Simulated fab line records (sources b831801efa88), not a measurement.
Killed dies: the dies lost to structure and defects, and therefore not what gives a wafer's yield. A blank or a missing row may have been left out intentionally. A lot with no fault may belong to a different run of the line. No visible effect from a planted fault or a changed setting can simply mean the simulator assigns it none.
fab line records -- flow sky130
[record] lots = 7, wafers = 21, lastDay = 50
route steps=708 shown PWDE@48 NWELL@56 PAD_OPEN@708
lots that met no fault: from a run of the same line without faults
startH: start of the lot's first displayed wafer, in hours after the record's first day -- waitH: hours from the lot's prior step to this one -- " repeats the value in the row above -- L1.1+2: a single row standing in for several wafers -- - no value, or no start was given -- * or withheld: withheld -- < > ~ a bound
route shown NAME@n: a module of which the file shows steps, and the number in the route of the first -- usual: the fault-free wafers' mean and standard deviation -- same: alike in all rows -- chamber/n: place in a boat -- sites: per-site readings -- _std_site: standard deviation of those values -- _edge_site: outer sites' mean less inner sites' -- radiusMm: for every site, how far away it sits from the centre of the wafer -- mask NAME#n: copy n -- behind: the last tool/chamber to shape the wafer -- hold: reason for holding the lot/hours on hold/outcome of the hold -- device: whichever transistor did not switch (one of n, p or np) -- end of line: the same wafers' tests at the end of the route -- step lacking rows: just its recipe -- killed: at the first sort, the dies lost to defects and structure; wafer yield is something else -- map: per-die view of a wafer (x killed, . not killed, _ where there is no die)
set.NAME: setting as actually run; set.NAME@STEP: the setting as run at that earlier step -- model.NAME: the simulator's own value behind a step, which no gauge read
certain route steps with their lots: each step a table, each wafer a row
services: the hour from which a tool's chamber was out of use, counted from the record's first day as startH (under 0 if before that day), plus the number of hours and why
[[steps]]
[step SKY_PWDE_SOFTBAKE_03]
[recipe] tempC = 110, timeS = withheld
[step SKY_PWDE_EXPOSE_04]
[recipe] maskId = PWDEM, na = 0.6, sourceShape = conventional, sigmaOuter = 0.6, polarization = unpolarized, targetCdNm = 840, doseMj = 214
[step SKY_PWDE_PEB_05]
[recipe] tempC = 115, timeS = withheld
[step SKY_PWDE_DEVELOP_06]
[recipe] wallAngleDeg = 90, developer = TMAH, developTimeS = 60, devTempC = 23
[step SKY_PWDE_OVL_MEAS_07]
[usual] PWDE_OVL = 0.3/1.4
lot.wafer,tool,chamber,startH,waitH,PWDE_OVL[nm]
L310.2,overlay-02,-,84.12,-,1.3
L310.4,overlay-02,-,84.12,-,0.8
L310.6,overlay-02,-,84.12,-,0.2
L311.1,overlay-01,-,100.88,-,-0.1
L311.3,overlay-01,-,100.88,-,0.5
L311.6,overlay-01,-,100.88,-,-1.4
L313.1,overlay-01,-,102.23,-,0.9
L313.5,overlay-01,-,102.23,-,1.0
L313.6,overlay-01,-,102.23,-,1.1
L314.1,overlay-02,-,108.97,-,-0.9
L314.4,overlay-02,-,108.97,-,1.4
L314.6,overlay-02,-,108.97,-,0.3
L315.1,overlay-02,-,113.33,-,-1.8
L315.2,overlay-02,-,113.33,-,-2.2
L315.4,overlay-02,-,113.33,-,-1.1
L330.1,overlay-02,-,196.48,-,-1.1
L330.3,overlay-02,-,196.48,-,0.5
L330.6,overlay-02,-,196.48,-,-0.4
L331.2,overlay-01,-,198.43,-,1.5
L331.3,overlay-01,-,198.43,-,2.4
L331.4,overlay-01,-,198.43,-,4.3
[step SKY_PWDE_IMPLANT_08]
[recipe] species = B, energyKev = 150, doseCm2 = 3.6e+12, tiltDeg = withheld
[step SKY_PWDE_STRIP_09]
[recipe] chemistry = O2/N2, powerW = 1400, pressureMtorr = 1500, platenTempC = withheld, o2FlowSccm = 3000, n2FlowSccm = 300, overashFraction = 0.5
[usual] chamberPressureMTorr = 1500.0/1.5, drypumpMotorCurrentA = 5.80/0.19, oesProductAu = 0.722/0.005, stripTimeToEndpointS = 36.93/0.13
lot.wafer,tool,chamber,startH,waitH,chamberPressureMTorr,drypumpMotorCurrentA,oesProductAu,rfHoursCounterH,stripTimeToEndpointS
L310.2,plasmaAsher-02,0,84.30,0.1,1502.5,5.54,0.722,41,37.10
L310.4,plasmaAsher-02,0,84.30,0.1,1498.4,5.59,0.719,-,37.10
L310.6,plasmaAsher-02,0,84.30,0.1,1501.2,5.56,0.724,-,37.11
L311.1,plasmaAsher-03,1,101.07,0.1,1500.0,5.73,0.721,44,36.82
L311.3,plasmaAsher-03,0,101.07,0.1,1501.4,5.61,0.712,-,36.77
L311.6,plasmaAsher-03,1,101.07,0.1,1499.7,5.74,0.722,-,36.82
L313.1,plasmaAsher-03,0,102.42,0.1,1500.9,5.61,0.728,44,36.79
L313.5,plasmaAsher-03,1,102.42,0.1,1501.2,5.75,0.721,-,37.01
L313.6,plasmaAsher-03,0,102.42,0.1,1500.6,5.62,0.728,-,37.10
L314.1,plasmaAsher-04,0,109.15,0.1,1499.6,5.83,0.724,42,36.97
L314.4,plasmaAsher-04,0,109.15,0.1,1499.4,5.81,0.719,-,36.97
L314.6,plasmaAsher-04,0,109.15,0.1,1500.1,5.82,0.726,-,36.94
L315.1,plasmaAsher-03,0,113.52,0.1,1499.2,5.61,0.717,45,37.11
L315.2,plasmaAsher-03,1,113.52,0.1,1501.4,5.74,0.727,45,37.07
L315.4,plasmaAsher-03,1,113.52,0.1,1499.2,5.75,0.729,-,37.05
L330.1,plasmaAsher-04,1,196.66,0.1,1500.2,6.16,0.719,52,37.15
L330.3,plasmaAsher-04,1,196.66,0.1,1498.9,6.15,0.728,-,37.11
L330.6,plasmaAsher-04,0,196.66,0.1,1500.4,5.85,0.722,-,37.25
L331.2,plasmaAsher-03,0,198.61,0.1,1503.1,5.62,0.724,55,36.89
L331.3,plasmaAsher-03,0,198.61,0.1,1497.9,5.65,0.722,-,36.88
L331.4,plasmaAsher-03,1,198.61,0.1,1499.5,5.75,0.729,-,36.93
[step SKY_PWDE_TW_MEAS_10]
[usual] PWDE_TW = 375.2/2.7
lot.wafer,tool,chamber,startH,waitH,PWDE_TW
L310.2,filmMetro-01,-,84.41,0.1,373.2
L310.4,filmMetro-01,-,84.41,0.1,372.0
L310.6,filmMetro-01,-,84.41,0.1,371.0
L311.1,filmMetro-02,-,101.17,0.1,375.3
L311.3,filmMetro-02,-,101.17,0.1,374.8
L311.6,filmMetro-02,-,101.17,0.1,375.3
L313.1,filmMetro-01,-,102.52,0.1,372.3
L313.5,filmMetro-01,-,102.52,0.1,371.6
L313.6,filmMetro-01,-,102.52,0.1,372.6
L314.1,filmMetro-02,-,109.25,0.1,377.6
L314.4,filmMetro-02,-,109.25,0.1,378.3
L314.6,filmMetro-02,-,109.25,0.1,374.7
L315.1,filmMetro-03,-,113.62,0.1,376.4
L315.2,filmMetro-03,-,113.62,0.1,376.2
L315.4,filmMetro-03,-,113.62,0.1,376.1
L330.1,filmMetro-02,-,196.76,0.1,377.6
L330.3,filmMetro-02,-,196.76,0.1,378.2
L330.6,filmMetro-02,-,196.76,0.1,378.4
L331.2,filmMetro-03,-,198.72,0.1,374.2
L331.3,filmMetro-03,-,198.72,0.1,375.0
L331.4,filmMetro-03,-,198.72,0.1,374.2
[step SKY_NWELL_DEHYDRATE_03]
[recipe] tempC = 200, timeS = 60
[step SKY_NWELL_HMDS_04]
[recipe] primeTimeS = 60, primeTempC = 120
[step SKY_NWELL_COAT_05]
[recipe] spinRpm = 2000, resistThkNm = 3000
[step SKY_NWELL_SOFTBAKE_06]
[recipe] tempC = 110, timeS = withheld
[step SKY_NWELL_EXPOSE_07]
[recipe] maskId = NWM, na = 0.6, sourceShape = conventional, sigmaOuter = 0.6, polarization = unpolarized, targetCdNm = 840, doseMj = 255
[same] sigmaOuter = 0.6
lot.wafer,tool,chamber,startH,waitH,mask,model.NWELL.overlayXNm
L310.2+4+6,ilineStepper-02,0,93.41,-,NWM#0,-0.9835
L311.1+3+6,ilineStepper-01,0,109.80,-,NWM#0,-0.09893
L313.1+5+6,ilineStepper-01,0,111.73,-,NWM#0,169.9
L314.1+4+6,ilineStepper-01,0,117.83,-,NWM#0,169.1
L315.1+2+4,ilineStepper-01,0,122.63,-,NWM#0,170
L330.1+3+6,ilineStepper-02,0,207.58,-,NWM#0,1.028
L331.2+3+4,ilineStepper-02,0,209.60,-,NWM#0,-0.7119
[step SKY_NWELL_PEB_08]
[recipe] tempC = 115, timeS = withheld
[step SKY_NWELL_DEVELOP_09]
[recipe] wallAngleDeg = 90, developer = TMAH, developTimeS = 60, devTempC = 23
[step SKY_NWELL_OVL_MEAS_10]
[usual] NWELL_00_OVL = 0.8/1.2
lot.wafer,tool,chamber,startH,waitH,NWELL_00_OVL[nm]
L310.2,overlay-01,-,101.73,-,-0.9
L310.4,overlay-01,-,101.73,-,-1.0
L310.6,overlay-01,-,101.73,-,-1.5
L311.1,overlay-01,-,118.18,-,1.8
L311.3,overlay-01,-,118.18,-,1.1
L311.6,overlay-01,-,118.18,-,0.9
L313.1,overlay-02,-,119.98,-,171.5
L313.5,overlay-02,-,119.98,-,169.9
L313.6,overlay-02,-,119.98,-,170.5
L314.1,overlay-02,-,126.87,-,170.9
L314.4,overlay-02,-,126.87,-,170.2
L314.6,overlay-02,-,126.87,-,168.7
L315.1,overlay-02,-,132.03,-,170.2
L315.2,overlay-02,-,132.03,-,167.9
L315.4,overlay-02,-,132.03,-,169.6
L330.1,overlay-01,-,218.68,-,2.7
L330.3,overlay-01,-,218.68,-,2.5
L330.6,overlay-01,-,218.68,-,2.1
L331.2,overlay-01,-,220.29,-,1.1
L331.3,overlay-01,-,220.29,-,0.4
L331.4,overlay-01,-,220.29,-,1.9
[step SKY_NWELL_IMPLANT_11]
[recipe] species = P, energyKev = 404.8, doseCm2 = 1.9e+13, tiltDeg = withheld
[step SKY_PAD_OPEN_PROBE_99]
[usual] killed_at_M0_to_M3 = 44/7.3, killed_at_M4_up = 3.4/1.7, killedAtContacts = 24/5.3, killedAtFrontEnd = 15/4.1, killedAtOther = 0.4/0.68, killedDies = 87/9.5, killedOpen = 48/7.1, killedShort = 39/5.8
[same] grossDies = 492, killedAtBackSide = 0
lot.wafer,tool,chamber,startH,waitH,killed_at_M0_to_M3,killed_at_M4_up,killedAtContacts,killedAtFrontEnd,killedAtOther,killedDies,killedOpen,killedShort
L310.2,prober-01,-,1088.95,0.1,44,5,23,11,0,83,53,30
L310.4,prober-01,-,1089.05,0.2,51,6,16,21,0,94,53,39
L310.6,prober-01,-,1089.15,0.2,49,1,19,22,0,91,49,40
L313.1,prober-02,-,1112.70,0.1,49,2,23,20,0,94,56,37
L313.5,prober-02,-,1112.90,0.2,44,2,24,25,1,96,54,41
L313.6,prober-02,-,1112.95,0.2,33,5,19,12,0,69,37,31
L330.1,prober-01,-,1193.20,0.1,37,8,17,16,0,78,42,36
L330.3,prober-01,-,1193.30,0.2,67,3,24,16,0,110,69,41
L330.6,prober-01,-,1193.45,0.2,46,3,23,18,0,90,57,33
// killed by level:class
L310.2 CONTACT:geometricParticle:open=12 VIA2:geometricParticle:open=11 VIA1:geometricParticle:open=10 VIA3:geometricParticle:open=7 LI_CONTACT:geometricParticle:open=4 METAL4:geometricParticle:short=4 FIELD_ISO:geometricParticle:open=3 SPACER:geometricParticle:short=3
L310.4 VIA1:geometricParticle:open=10 VIA2:geometricParticle:open=10 CONTACT:geometricParticle:open=8 FIELD_ISO:geometricParticle:open=7 METAL1:geometricParticle:short=7 METAL2:geometricParticle:short=6 FIELD_ISO:geometricParticle:short=4 METAL3:geometricParticle:short=4
L310.6 VIA1:geometricParticle:open=9 VIA3:geometricParticle:open=8 VIA2:geometricParticle:open=7 LOCAL_INTERCONNECT:geometricParticle:short=6 LI_CONTACT:geometricParticle:open=6 FIELD_ISO:geometricParticle:short=5 METAL2:geometricParticle:short=5 SPACER:geometricParticle:open=4
L313.1 VIA1:geometricParticle:open=11 VIA2:geometricParticle:open=9 POLY_GATE:geometricParticle:open=8 CONTACT:geometricParticle:short=8 CONTACT:geometricParticle:open=8 METAL3:geometricParticle:short=8 FIELD_ISO:geometricParticle:open=6 VIA3:geometricParticle:open=6
L313.5 VIA1:geometricParticle:open=15 CONTACT:geometricParticle:open=9 POLY_GATE:geometricParticle:open=6 LI_CONTACT:geometricParticle:open=6 VIA3:geometricParticle:open=6 FIELD_ISO:geometricParticle:open=5 FIELD_ISO:geometricParticle:short=5 POLY_GATE:geometricParticle:short=5
L313.6 LI_CONTACT:geometricParticle:open=7 VIA2:geometricParticle:short=7 VIA3:geometricParticle:open=7 VIA2:geometricParticle:open=5 METAL4:geometricParticle:short=5 CONTACT:geometricParticle:open=4 FIELD_ISO:geometricParticle:open=3 CONTACT:geometricParticle:short=3
L330.1 VIA1:geometricParticle:open=8 VIA2:geometricParticle:open=8 METAL4:geometricParticle:short=7 CONTACT:geometricParticle:open=6 FIELD_ISO:geometricParticle:short=5 FIELD_ISO:geometricParticle:open=5 VIA3:geometricParticle:open=5 LOCAL_INTERCONNECT:geometricParticle:short=4
L330.3 VIA1:geometricParticle:open=16 VIA2:geometricParticle:open=16 CONTACT:geometricParticle:open=10 METAL1:geometricParticle:short=7 VIA3:geometricParticle:open=7 CONTACT:geometricParticle:short=6 VIA1:geometricParticle:short=6 FIELD_ISO:geometricParticle:short=5
L330.6 VIA1:geometricParticle:open=14 CONTACT:geometricParticle:open=9 LI_CONTACT:geometricParticle:open=8 VIA3:geometricParticle:open=8 VIA2:geometricParticle:open=6 FIELD_ISO:geometricParticle:short=5 FIELD_ISO:geometricParticle:open=5 METAL2:geometricParticle:short=4
[[services]]
tool,chamber,startH,hours,kind
ilineStepper-02,-,63.48,1.7,pm
plasmaAsher-04,-,82.22,3.0,repair
ilineStepper-01,-,87.67,2.1,pm
ilineStepper-01,-,89.75,-,consumableReplace:lamp
ilineStepper-02,-,106.17,23.0,repair
plasmaAsher-02,-,108.75,9.0,pm
plasmaAsher-02,0,108.75,9.0,ventCycle
plasmaAsher-02,1,108.75,9.0,ventCycle
plasmaAsher-02,0,117.75,-,clean
plasmaAsher-02,1,117.75,-,clean
ilineStepper-01,0,128.46,-,calibration
plasmaAsher-02,-,133.83,28.1,pm
ilineStepper-02,-,141.81,0.5,repair
ilineStepper-01,-,167.76,28.9,pm
plasmaAsher-02,-,184.72,14.6,pm
ilineStepper-01,-,197.48,12.7,repair
[[key]]
[firstSign] step = SKY_NWELL_OVL_MEAS_10, reading = NWELL_00_OVL, direction = up, sigmas = 99+, usual = 0.8, struck = 169.9
effect none on later readings
[modelEffect] step = SKY_NWELL_EXPOSE_07, value = NWELL.overlayXNm, without = 0.006055, struck = 169.7
metAt SKY_NWELL_EXPOSE_07
struckWafers L313.1,L313.5,L313.6,L314.1,L314.4,L314.6,L315.1,L315.2,L315.4
testerLeftOut L313,L314,L315
onsetBetween 109.80 111.73
[fault] kind = scannerMatchingOverlay, tool = ilineStepper-01, chamber = -, onsetH = 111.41, steps = SKY_NWELL_EXPOSE_07, offset = 169.68
// testerLeftOut: of these lots the tester's yield and bins aren't shown, on N5 and GAA mostly nor the transistor test; their killed dies are dies lost to structure and defects alone, not to doping, threshold or leakage, so they don't give the yield
